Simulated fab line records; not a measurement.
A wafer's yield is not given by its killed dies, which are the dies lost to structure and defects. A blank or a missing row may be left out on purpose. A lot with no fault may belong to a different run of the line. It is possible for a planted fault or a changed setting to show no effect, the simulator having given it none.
What tool caused it? || flow sky130 || Sampling: 14 lots, 42 wafers, 7 of 708 route steps

WHAT EACH GAUGE READ, for each wafer
SKY_SONOS_TUNNEL_TW_MEAS_12.
{"lot": "L905", "measured": "day 12 07:05", "on": "film metro-03", "SONOS_TUNNEL_TW": "196.6 196.3 196.6"}
{"lot": "L906", "measured": "day 12 08:05", "on": "film metro-04", "SONOS_TUNNEL_TW": "195.2 195.3 194.5"}
{"lot": "L907", "measured": "day 12 12:45", "on": "film metro-04", "SONOS_TUNNEL_TW": "195.7 194.3 194.6"}
{"lot": "L909", "measured": "day 13 07:00", "on": "film metro-02", "SONOS_TUNNEL_TW": "197.0 197.0 195.6"}
{"lot": "L910", "measured": "day 13 19:06", "on": "film metro-02", "SONOS_TUNNEL_TW": "196.3 196.3 197.4"}
{"lot": "L912", "measured": "day 13 21:14", "on": "film metro-04", "SONOS_TUNNEL_TW": "196.0 195.1 196.1"}
{"lot": "L914", "measured": "day 14 17:19", "on": "film metro-02", "SONOS_TUNNEL_TW": "196.0 196.0 195.4"}
{"lot": "L920", "measured": "day 16 12:05", "on": "film metro-02", "SONOS_TUNNEL_TW": "197.2 197.5 196.7"}
{"lot": "L921", "measured": "day 16 16:49", "on": "film metro-02", "SONOS_TUNNEL_TW": "197.8 198.4 197.2"}
{"lot": "L922", "measured": "day 17 05:10", "on": "film metro-04", "SONOS_TUNNEL_TW": "197.0 196.0 196.8"}
{"lot": "L923", "measured": "day 17 07:22", "on": "film metro-02", "SONOS_TUNNEL_TW": "197.2 198.0 197.4"}
{"lot": "L924", "measured": "day 17 22:17", "on": "film metro-03", "SONOS_TUNNEL_TW": "197.8 197.7 198.0"}
{"lot": "L926", "measured": "day 18 13:30", "on": "film metro-03", "SONOS_TUNNEL_TW": "196.6 197.0 196.8"}
{"lot": "L927", "measured": "day 18 23:08", "on": "film metro-02", "SONOS_TUNNEL_TW": "195.4 196.3 196.1"}

SKY_SONOS_ONO_CD_MEAS_13: the cd target is 410 nm.
{"lot": "L905", "measured": "day 13 15:55", "on": "cd sem-01", "cd nm (nm)": "411.2 412.2 412.7"}
{"lot": "L906", "measured": "day 13 15:37", "on": "cd sem-01", "cd nm (nm)": "412.5 409.0 412.6"}
{"lot": "L907", "measured": "day 13 19:45", "on": "cd sem-01", "cd nm (nm)": "410.1 410.5 411.2"}
{"lot": "L909", "measured": "day 14 11:06", "on": "cd sem-01", "cd nm (nm)": "410.6 409.5 411.2"}
{"lot": "L910", "measured": "day 15 03:00", "on": "cd sem-02", "cd nm (nm)": "414.2 411.4 408.5"}
{"lot": "L912", "measured": "day 15 04:56", "on": "cd sem-01", "cd nm (nm)": "414.8 410.6 412.5"}
{"lot": "L914", "measured": "day 16 00:07", "on": "cd sem-02", "cd nm (nm)": "410.5 409.5 409.3"}
{"lot": "L920", "measured": "day 17 22:22", "on": "cd sem-01", "cd nm (nm)": "413.2 410.4 410.6"}
{"lot": "L921", "measured": "day 18 02:40", "on": "cd sem-02", "cd nm (nm)": "409.5 410.9 409.4"}
{"lot": "L922", "measured": "day 18 19:19", "on": "cd sem-02", "cd nm (nm)": "412.3 412.4 412.4"}
{"lot": "L923", "measured": "day 18 20:25", "on": "cd sem-01", "cd nm (nm)": "411.3 410.5 411.2"}
{"lot": "L924", "measured": "day 19 12:47", "on": "cd sem-01", "cd nm (nm)": "407.8 410.3 410.0"}
{"lot": "L926", "measured": "day 20 01:58", "on": "cd sem-01", "cd nm (nm)": "413.0 411.5 414.3"}
{"lot": "L927", "measured": "day 20 11:41", "on": "cd sem-02", "cd nm (nm)": "409.0 409.2 408.9"}

SKY_POLY_GATE_CD_MEAS_22.
{"lot": "L905", "measured": "day 17 15:56", "on": "cd sem-01", "cd nm (nm)": "149.6 149.6 149.8"}
{"lot": "L906", "measured": "day 17 15:49", "on": "cd sem-02", "cd nm (nm)": "151.7 149.3 144.6"}
{"lot": "L907", "measured": "day 17 21:18", "on": "cd sem-01", "cd nm (nm)": "147.5 149.5 154.0"}
{"lot": "L909", "measured": "day 18 09:01", "on": "cd sem-02", "cd nm (nm)": "153.4 153.1 152.5"}
{"lot": "L910", "measured": "day 19 05:29", "on": "cd sem-01", "cd nm (nm)": "- - -"}
{"lot": "L912", "measured": "day 19 06:42", "on": "cd sem-02", "cd nm (nm)": "- - -"}
{"lot": "L914", "measured": "day 20 09:04", "on": "cd sem-01", "cd nm (nm)": "149.7 155.0 148.3"}
{"lot": "L920", "measured": "day 22 05:50", "on": "cd sem-01", "cd nm (nm)": "157.1 146.5 148.0"}
{"lot": "L921", "measured": "day 22 10:32", "on": "cd sem-01", "cd nm (nm)": "149.6 145.3 149.1"}
{"lot": "L922", "measured": "day 23 01:49", "on": "cd sem-01", "cd nm (nm)": "149.6 148.0 150.0"}
{"lot": "L923", "measured": "day 23 04:35", "on": "cd sem-02", "cd nm (nm)": "154.4 155.4 149.1"}
{"lot": "L924", "measured": "day 23 18:05", "on": "cd sem-01", "cd nm (nm)": "152.0 149.6 151.8"}
{"lot": "L926", "measured": "day 24 06:22", "on": "cd sem-02", "cd nm (nm)": "151.3 152.8 147.1"}
{"lot": "L927", "measured": "day 24 12:46", "on": "cd sem-02", "cd nm (nm)": "150.0 151.1 147.6"}

TOOL THAT RAN EACH LOT (tool first, then ch and the chambers of the sampled wafers, then the start)
{"lot": "L905", "SKY_SONOS_ONO_STRIP_17": "plasma asher-03 ch 0,1, day 13 16:10", "SKY_POLY_GATE_ETCH_15": "rie diel-01 ch 0,1, day 17 13:23", "SKY_POLY_GATE_ETCH_16": "rie diel-01 ch 0,1, day 17 13:28", "SKY_POLY_GATE_ETCH_17": "rie si-01 ch 0,1,2, day 17 13:34"}
{"lot": "L906", "SKY_SONOS_ONO_STRIP_17": "plasma asher-01 ch 0,1, day 13 15:52", "SKY_POLY_GATE_ETCH_15": "rie diel-04 ch 0,1,3, day 17 11:07", "SKY_POLY_GATE_ETCH_16": "rie diel-04 ch 0,1,3, day 17 11:12", "SKY_POLY_GATE_ETCH_17": "rie si-02 ch 0,1,2, day 17 11:18"}
{"lot": "L907", "SKY_SONOS_ONO_STRIP_17": "plasma asher-02 ch 0,1, day 13 20:01", "SKY_POLY_GATE_ETCH_15": "rie diel-04 ch 1,2,3, day 17 16:40", "SKY_POLY_GATE_ETCH_16": "rie diel-04 ch 1,2,3, day 17 16:45", "SKY_POLY_GATE_ETCH_17": "rie si-01 ch 0,1,3, day 17 16:51"}
{"lot": "L909", "SKY_SONOS_ONO_STRIP_17": "plasma asher-03 ch 0,1, day 14 11:22", "SKY_POLY_GATE_ETCH_15": "rie diel-01 ch 0,1,2, day 18 05:52", "SKY_POLY_GATE_ETCH_16": "rie diel-01 ch 0,1,2, day 18 05:57", "SKY_POLY_GATE_ETCH_17": "rie si-02 ch 2,3, day 18 06:02"}
{"lot": "L910", "SKY_SONOS_ONO_STRIP_17": "plasma asher-02 ch 0,1, day 15 03:16", "SKY_POLY_GATE_ETCH_15": "rie diel-04 ch 1,2, day 19 02:34", "SKY_POLY_GATE_ETCH_16": "rie diel-04 ch 1,2, day 19 02:39", "SKY_POLY_GATE_ETCH_17": "rie si-02 ch 1,2,3, day 19 02:45"}
{"lot": "L912", "SKY_SONOS_ONO_STRIP_17": "plasma asher-02 ch 0,1, day 15 05:10", "SKY_POLY_GATE_ETCH_15": "rie diel-01 ch 2,3, day 19 04:52", "SKY_POLY_GATE_ETCH_16": "rie diel-01 ch 2,3, day 19 04:57", "SKY_POLY_GATE_ETCH_17": "rie si-01 ch 0,1,3, day 19 05:02"}
{"lot": "L914", "SKY_SONOS_ONO_STRIP_17": "plasma asher-03 ch 0,1, day 16 00:22", "SKY_POLY_GATE_ETCH_15": "rie diel-02 ch 0,1, day 20 07:10", "SKY_POLY_GATE_ETCH_16": "rie diel-02 ch 0,1, day 20 07:15", "SKY_POLY_GATE_ETCH_17": "rie si-01 ch 0,1,2, day 20 07:22"}
{"lot": "L920", "SKY_SONOS_ONO_STRIP_17": "plasma asher-01 ch 1, day 17 22:37", "SKY_POLY_GATE_ETCH_15": "rie diel-04 ch 0,3, day 22 04:08", "SKY_POLY_GATE_ETCH_16": "rie diel-04 ch 0,3, day 22 04:13", "SKY_POLY_GATE_ETCH_17": "rie si-02 ch 0,3, day 22 04:19"}
{"lot": "L921", "SKY_SONOS_ONO_STRIP_17": "plasma asher-03 ch 0,1, day 18 02:55", "SKY_POLY_GATE_ETCH_15": "rie diel-04 ch 1,2, day 22 08:49", "SKY_POLY_GATE_ETCH_16": "rie diel-04 ch 1,2, day 22 08:54", "SKY_POLY_GATE_ETCH_17": "rie si-01 ch 0,1,3, day 22 09:00"}
{"lot": "L922", "SKY_SONOS_ONO_STRIP_17": "plasma asher-03 ch 0,1, day 18 19:34", "SKY_POLY_GATE_ETCH_15": "rie diel-01 ch 0,1,3, day 23 00:05", "SKY_POLY_GATE_ETCH_16": "rie diel-01 ch 0,1,3, day 23 00:10", "SKY_POLY_GATE_ETCH_17": "rie si-02 ch 0,3, day 23 00:16"}
{"lot": "L923", "SKY_SONOS_ONO_STRIP_17": "plasma asher-01 ch 0, day 18 20:40", "SKY_POLY_GATE_ETCH_15": "rie diel-04 ch 2,3, day 23 02:04", "SKY_POLY_GATE_ETCH_16": "rie diel-04 ch 2,3, day 23 02:09", "SKY_POLY_GATE_ETCH_17": "rie si-01 ch 0,1,3, day 23 02:15"}
{"lot": "L924", "SKY_SONOS_ONO_STRIP_17": "plasma asher-03 ch 0,1, day 19 13:01", "SKY_POLY_GATE_ETCH_15": "rie diel-02 ch 0,1,2, day 23 16:19", "SKY_POLY_GATE_ETCH_16": "rie diel-02 ch 0,1,2, day 23 16:24", "SKY_POLY_GATE_ETCH_17": "rie si-02 ch 0,1,3, day 23 16:29"}
{"lot": "L926", "SKY_SONOS_ONO_STRIP_17": "plasma asher-03 ch 0,1, day 20 02:12", "SKY_POLY_GATE_ETCH_15": "rie diel-02 ch 1,2, day 24 04:01", "SKY_POLY_GATE_ETCH_16": "rie diel-02 ch 1,2, day 24 04:06", "SKY_POLY_GATE_ETCH_17": "rie si-02 ch 0,2,3, day 24 04:12"}
{"lot": "L927", "SKY_SONOS_ONO_STRIP_17": "plasma asher-02 ch 0,1, day 20 11:58", "SKY_POLY_GATE_ETCH_15": "rie diel-04 ch 2,3, day 24 11:04", "SKY_POLY_GATE_ETCH_16": "rie diel-04 ch 2,3, day 24 11:09", "SKY_POLY_GATE_ETCH_17": "rie si-01 ch 0,1,2, day 24 11:14"}
- SKY_SONOS_ONO_STRIP_17: strips in O2/N2.
- SKY_POLY_GATE_ETCH_15: etches BARC in N2/H2, stops on SiO2, time 118.5 s, target depth 110 nm.
- SKY_POLY_GATE_ETCH_16: etches Si3N4 in CH3F/O2, stops on poly-Si, time 147.5 s, target depth 75 nm.
- SKY_POLY_GATE_ETCH_17: etches poly-Si in HBr/Cl2, stops on SiO2, target depth 180 nm, time 70.5 s.

AS READ BY THE TOOLS THEMSELVES (means over the sampled wafers that have a number; for cases with no such wafer, the mark the record gives instead)
SKY_SONOS_ONO_STRIP_17.
{"lot": "L905", "tool": "plasma asher-03", "drypump motor current A (A)": 6.2, "o2 flow sccm (sccm)": 2991, "oes product au (a.u.)": 0.710, "strip time to endpoint s (s)": 14.16}
{"lot": "L906", "tool": "plasma asher-01", "drypump motor current A (A)": 6.0, "o2 flow sccm (sccm)": 3000, "oes product au (a.u.)": 0.710, "strip time to endpoint s (s)": 14.10}
{"lot": "L907", "tool": "plasma asher-02", "drypump motor current A (A)": 5.3, "o2 flow sccm (sccm)": 2996, "oes product au (a.u.)": 0.707, "strip time to endpoint s (s)": 14.11}
{"lot": "L909", "tool": "plasma asher-03", "drypump motor current A (A)": 6.1, "o2 flow sccm (sccm)": 3000, "oes product au (a.u.)": 0.712, "strip time to endpoint s (s)": 14.11}
{"lot": "L910", "tool": "plasma asher-02", "drypump motor current A (A)": 5.3, "o2 flow sccm (sccm)": 3002, "oes product au (a.u.)": 0.710, "strip time to endpoint s (s)": 14.07}
{"lot": "L912", "tool": "plasma asher-02", "drypump motor current A (A)": 5.7, "o2 flow sccm (sccm)": 2998, "oes product au (a.u.)": 0.708, "strip time to endpoint s (s)": 14.07}
{"lot": "L914", "tool": "plasma asher-03", "drypump motor current A (A)": 6.0, "o2 flow sccm (sccm)": 2996, "oes product au (a.u.)": 0.711, "strip time to endpoint s (s)": 14.07}
{"lot": "L920", "tool": "plasma asher-01", "drypump motor current A (A)": 6.7, "o2 flow sccm (sccm)": 2995, "oes product au (a.u.)": 0.711, "strip time to endpoint s (s)": 14.19}
{"lot": "L921", "tool": "plasma asher-03", "drypump motor current A (A)": 6.3, "o2 flow sccm (sccm)": 2999, "oes product au (a.u.)": 0.710, "strip time to endpoint s (s)": 14.10}
{"lot": "L922", "tool": "plasma asher-03", "drypump motor current A (A)": 6.1, "o2 flow sccm (sccm)": 2999, "oes product au (a.u.)": 0.712, "strip time to endpoint s (s)": 14.16}
{"lot": "L923", "tool": "plasma asher-01", "drypump motor current A (A)": 5.6, "o2 flow sccm (sccm)": 3006, "oes product au (a.u.)": 0.707, "strip time to endpoint s (s)": 14.00}
{"lot": "L924", "tool": "plasma asher-03", "drypump motor current A (A)": 6.0, "o2 flow sccm (sccm)": 2991, "oes product au (a.u.)": 0.706, "strip time to endpoint s (s)": 14.05}
{"lot": "L926", "tool": "plasma asher-03", "drypump motor current A (A)": 6.2, "o2 flow sccm (sccm)": 2991, "oes product au (a.u.)": 0.708, "strip time to endpoint s (s)": 14.09}
{"lot": "L927", "tool": "plasma asher-02", "drypump motor current A (A)": 5.6, "o2 flow sccm (sccm)": 3002, "oes product au (a.u.)": 0.708, "strip time to endpoint s (s)": 14.05}

SKY_POLY_GATE_ETCH_15.
{"lot": "L905", "tool": "rie diel-01", "bias w (W)": 100.3, "chamber pressure mTorr (mTorr)": 30.007, "drypump motor current A (A)": 5.1, "oes product au (a.u.)": 0.717, "throttle valve pct (%)": 13.204}
{"lot": "L906", "tool": "rie diel-04", "bias w (W)": 100.0, "chamber pressure mTorr (mTorr)": 30.002, "drypump motor current A (A)": 5.4, "oes product au (a.u.)": 0.715, "throttle valve pct (%)": 13.207}
{"lot": "L907", "tool": "rie diel-04", "bias w (W)": 100.4, "chamber pressure mTorr (mTorr)": 29.992, "drypump motor current A (A)": 5.5, "oes product au (a.u.)": 0.716, "throttle valve pct (%)": 13.211}
{"lot": "L909", "tool": "rie diel-01", "bias w (W)": 100.0, "chamber pressure mTorr (mTorr)": 29.977, "drypump motor current A (A)": 5.5, "oes product au (a.u.)": 0.715, "throttle valve pct (%)": 13.209}
{"lot": "L910", "tool": "rie diel-04", "bias w (W)": "-", "chamber pressure mTorr (mTorr)": "-", "drypump motor current A (A)": "-", "oes product au (a.u.)": "-", "throttle valve pct (%)": "-"}
{"lot": "L912", "tool": "rie diel-01", "bias w (W)": "-", "chamber pressure mTorr (mTorr)": "-", "drypump motor current A (A)": "-", "oes product au (a.u.)": "-", "throttle valve pct (%)": "-"}
{"lot": "L914", "tool": "rie diel-02", "bias w (W)": 100.2, "chamber pressure mTorr (mTorr)": 29.969, "drypump motor current A (A)": 5.2, "oes product au (a.u.)": 0.716, "throttle valve pct (%)": 13.207}
{"lot": "L920", "tool": "rie diel-04", "bias w (W)": 99.8, "chamber pressure mTorr (mTorr)": 30.005, "drypump motor current A (A)": 5.5, "oes product au (a.u.)": 0.716, "throttle valve pct (%)": 13.226}
{"lot": "L921", "tool": "rie diel-04", "bias w (W)": 100.2, "chamber pressure mTorr (mTorr)": 29.986, "drypump motor current A (A)": 5.7, "oes product au (a.u.)": 0.715, "throttle valve pct (%)": 13.206}
{"lot": "L922", "tool": "rie diel-01", "bias w (W)": 99.9, "chamber pressure mTorr (mTorr)": 30.025, "drypump motor current A (A)": 5.5, "oes product au (a.u.)": 0.717, "throttle valve pct (%)": 13.218}
{"lot": "L923", "tool": "rie diel-04", "bias w (W)": 99.8, "chamber pressure mTorr (mTorr)": 30.005, "drypump motor current A (A)": 5.8, "oes product au (a.u.)": 0.713, "throttle valve pct (%)": 13.215}
{"lot": "L924", "tool": "rie diel-02", "bias w (W)": 100.3, "chamber pressure mTorr (mTorr)": 30.014, "drypump motor current A (A)": 5.4, "oes product au (a.u.)": 0.714, "throttle valve pct (%)": 13.221}
{"lot": "L926", "tool": "rie diel-02", "bias w (W)": 99.9, "chamber pressure mTorr (mTorr)": 29.972, "drypump motor current A (A)": 5.6, "oes product au (a.u.)": 0.717, "throttle valve pct (%)": 13.212}
{"lot": "L927", "tool": "rie diel-04", "bias w (W)": 99.8, "chamber pressure mTorr (mTorr)": 29.996, "drypump motor current A (A)": 5.8, "oes product au (a.u.)": 0.715, "throttle valve pct (%)": 13.213}

SKY_POLY_GATE_ETCH_16.
{"lot": "L905", "tool": "rie diel-01", "O2_flow_sccm (sccm)": 29.92, "bias w (W)": 80.04, "drypump motor current A (A)": 5.1, "oes product au (a.u.)": 0.641, "throttle valve pct (%)": 10.543}
{"lot": "L906", "tool": "rie diel-04", "O2_flow_sccm (sccm)": 30.08, "bias w (W)": 79.86, "drypump motor current A (A)": 5.4, "oes product au (a.u.)": 0.645, "throttle valve pct (%)": 10.541}
{"lot": "L907", "tool": "rie diel-04", "O2_flow_sccm (sccm)": 29.99, "bias w (W)": 79.94, "drypump motor current A (A)": 5.5, "oes product au (a.u.)": 0.643, "throttle valve pct (%)": 10.533}
{"lot": "L909", "tool": "rie diel-01", "O2_flow_sccm (sccm)": 29.96, "bias w (W)": 79.88, "drypump motor current A (A)": 5.4, "oes product au (a.u.)": 0.640, "throttle valve pct (%)": 10.544}
{"lot": "L910", "tool": "rie diel-04", "O2_flow_sccm (sccm)": 30.04, "bias w (W)": 80.09, "drypump motor current A (A)": 5.7, "oes product au (a.u.)": 0.376, "throttle valve pct (%)": 10.497}
{"lot": "L912", "tool": "rie diel-01", "O2_flow_sccm (sccm)": 29.92, "bias w (W)": 80.09, "drypump motor current A (A)": 6.1, "oes product au (a.u.)": 0.379, "throttle valve pct (%)": 10.493}
{"lot": "L914", "tool": "rie diel-02", "O2_flow_sccm (sccm)": 29.97, "bias w (W)": 79.88, "drypump motor current A (A)": 5.2, "oes product au (a.u.)": 0.640, "throttle valve pct (%)": 10.528}
{"lot": "L920", "tool": "rie diel-04", "O2_flow_sccm (sccm)": 30.07, "bias w (W)": 80.21, "drypump motor current A (A)": 5.5, "oes product au (a.u.)": 0.638, "throttle valve pct (%)": 10.546}
{"lot": "L921", "tool": "rie diel-04", "O2_flow_sccm (sccm)": 29.96, "bias w (W)": 80.05, "drypump motor current A (A)": 5.7, "oes product au (a.u.)": 0.647, "throttle valve pct (%)": 10.527}
{"lot": "L922", "tool": "rie diel-01", "O2_flow_sccm (sccm)": 30.01, "bias w (W)": 80.09, "drypump motor current A (A)": 5.5, "oes product au (a.u.)": 0.636, "throttle valve pct (%)": 10.534}
{"lot": "L923", "tool": "rie diel-04", "O2_flow_sccm (sccm)": 29.98, "bias w (W)": 80.10, "drypump motor current A (A)": 5.8, "oes product au (a.u.)": 0.639, "throttle valve pct (%)": 10.536}
{"lot": "L924", "tool": "rie diel-02", "O2_flow_sccm (sccm)": 30.07, "bias w (W)": 79.99, "drypump motor current A (A)": 5.4, "oes product au (a.u.)": 0.637, "throttle valve pct (%)": 10.534}
{"lot": "L926", "tool": "rie diel-02", "O2_flow_sccm (sccm)": 29.95, "bias w (W)": 80.11, "drypump motor current A (A)": 5.6, "oes product au (a.u.)": 0.631, "throttle valve pct (%)": 10.537}
{"lot": "L927", "tool": "rie diel-04", "O2_flow_sccm (sccm)": 29.98, "bias w (W)": 80.13, "drypump motor current A (A)": 5.8, "oes product au (a.u.)": 0.643, "throttle valve pct (%)": 10.534}

SKY_POLY_GATE_ETCH_17.
{"lot": "L905", "tool": "rie si-01", "HBr_flow_sccm (sccm)": 149.5, "bias w (W)": 100.23, "drypump motor current A (A)": 5.6, "mfc cl2 sccm (sccm)": 49.96, "oes product au (a.u.)": 0.991, "throttle valve pct (%)": 33.687}
{"lot": "L906", "tool": "rie si-02", "HBr_flow_sccm (sccm)": 150.3, "bias w (W)": 100.14, "drypump motor current A (A)": 5.3, "mfc cl2 sccm (sccm)": 49.99, "oes product au (a.u.)": 0.974, "throttle valve pct (%)": 33.694}
{"lot": "L907", "tool": "rie si-01", "HBr_flow_sccm (sccm)": 150.1, "bias w (W)": 100.10, "drypump motor current A (A)": 5.6, "mfc cl2 sccm (sccm)": 50.10, "oes product au (a.u.)": 0.982, "throttle valve pct (%)": 33.680}
{"lot": "L909", "tool": "rie si-02", "HBr_flow_sccm (sccm)": 150.4, "bias w (W)": 99.73, "drypump motor current A (A)": 5.2, "mfc cl2 sccm (sccm)": 49.78, "oes product au (a.u.)": 0.981, "throttle valve pct (%)": 33.680}
{"lot": "L910", "tool": "rie si-02", "HBr_flow_sccm (sccm)": 150.2, "bias w (W)": 100.15, "drypump motor current A (A)": 5.2, "mfc cl2 sccm (sccm)": 49.95, "oes product au (a.u.)": 0.279, "throttle valve pct (%)": 33.685}
{"lot": "L912", "tool": "rie si-01", "HBr_flow_sccm (sccm)": 149.8, "bias w (W)": 99.77, "drypump motor current A (A)": 5.6, "mfc cl2 sccm (sccm)": 50.07, "oes product au (a.u.)": 0.272, "throttle valve pct (%)": 33.686}
{"lot": "L914", "tool": "rie si-01", "HBr_flow_sccm (sccm)": 150.5, "bias w (W)": 100.11, "drypump motor current A (A)": 5.6, "mfc cl2 sccm (sccm)": 50.09, "oes product au (a.u.)": 0.985, "throttle valve pct (%)": 33.686}
{"lot": "L920", "tool": "rie si-02", "HBr_flow_sccm (sccm)": 149.7, "bias w (W)": 100.02, "drypump motor current A (A)": 5.4, "mfc cl2 sccm (sccm)": 50.04, "oes product au (a.u.)": 0.988, "throttle valve pct (%)": 33.678}
{"lot": "L921", "tool": "rie si-01", "HBr_flow_sccm (sccm)": 149.9, "bias w (W)": 99.95, "drypump motor current A (A)": 5.6, "mfc cl2 sccm (sccm)": 50.06, "oes product au (a.u.)": 0.990, "throttle valve pct (%)": 33.682}
{"lot": "L922", "tool": "rie si-02", "HBr_flow_sccm (sccm)": 150.1, "bias w (W)": 99.82, "drypump motor current A (A)": 5.4, "mfc cl2 sccm (sccm)": 49.90, "oes product au (a.u.)": 0.978, "throttle valve pct (%)": 33.683}
{"lot": "L923", "tool": "rie si-01", "HBr_flow_sccm (sccm)": 150.0, "bias w (W)": 99.71, "drypump motor current A (A)": 5.6, "mfc cl2 sccm (sccm)": 50.06, "oes product au (a.u.)": 0.989, "throttle valve pct (%)": 33.689}
{"lot": "L924", "tool": "rie si-02", "HBr_flow_sccm (sccm)": 149.9, "bias w (W)": 99.78, "drypump motor current A (A)": 5.4, "mfc cl2 sccm (sccm)": 50.01, "oes product au (a.u.)": 0.982, "throttle valve pct (%)": 33.683}
{"lot": "L926", "tool": "rie si-02", "HBr_flow_sccm (sccm)": 149.8, "bias w (W)": 99.88, "drypump motor current A (A)": 5.3, "mfc cl2 sccm (sccm)": 50.02, "oes product au (a.u.)": 0.990, "throttle valve pct (%)": 33.677}
{"lot": "L927", "tool": "rie si-01", "HBr_flow_sccm (sccm)": 149.9, "bias w (W)": 99.91, "drypump motor current A (A)": 5.6, "mfc cl2 sccm (sccm)": 50.06, "oes product au (a.u.)": 0.996, "throttle valve pct (%)": 33.685}

THE ANSWER, worked out from the rows above alone
Rule: the usual values come from the lots themselves. Put in order of their means at a reading, lots are off if they are a third of the lots or fewer, leave a main group of 4 or more, and stand apart from it by a gap of 3 or more times the standard deviation of the main group's means; of several such gaps the widest counts. A main group whose means are all the same, to the digits that the tables above print for the reading, isn't used. Also off: a lot with no number at a reading for which 4 or more lots have one. The other lots that the step has rows for count as sound. The gauges are gone through in route order, then the tools' own readings, and for those a lot's mean is taken as printed above. The first step at which some lot is off is used, and at that step the reading that is off furthest; a lot without a number counts as furthest.
Off at SKY_POLY_GATE_CD_MEAS_22 (cd nm): L910, L912. Without a number there: L910, L912. The main group: mean 150.4 nm, standard deviation 1.5.
A tool fits if, at a process step before that reading, it ran every lot that is off, and no sound lot after the first of them. The gauges at SKY_POLY_GATE_CD_MEAS_22 aren't tried: what is off there is off at SKY_POLY_GATE_ETCH_15 too, on other tools, and a gauge's error can't cause that. No candidate that was tried fits.

WHAT THE SIMULATOR HAD INSERTED
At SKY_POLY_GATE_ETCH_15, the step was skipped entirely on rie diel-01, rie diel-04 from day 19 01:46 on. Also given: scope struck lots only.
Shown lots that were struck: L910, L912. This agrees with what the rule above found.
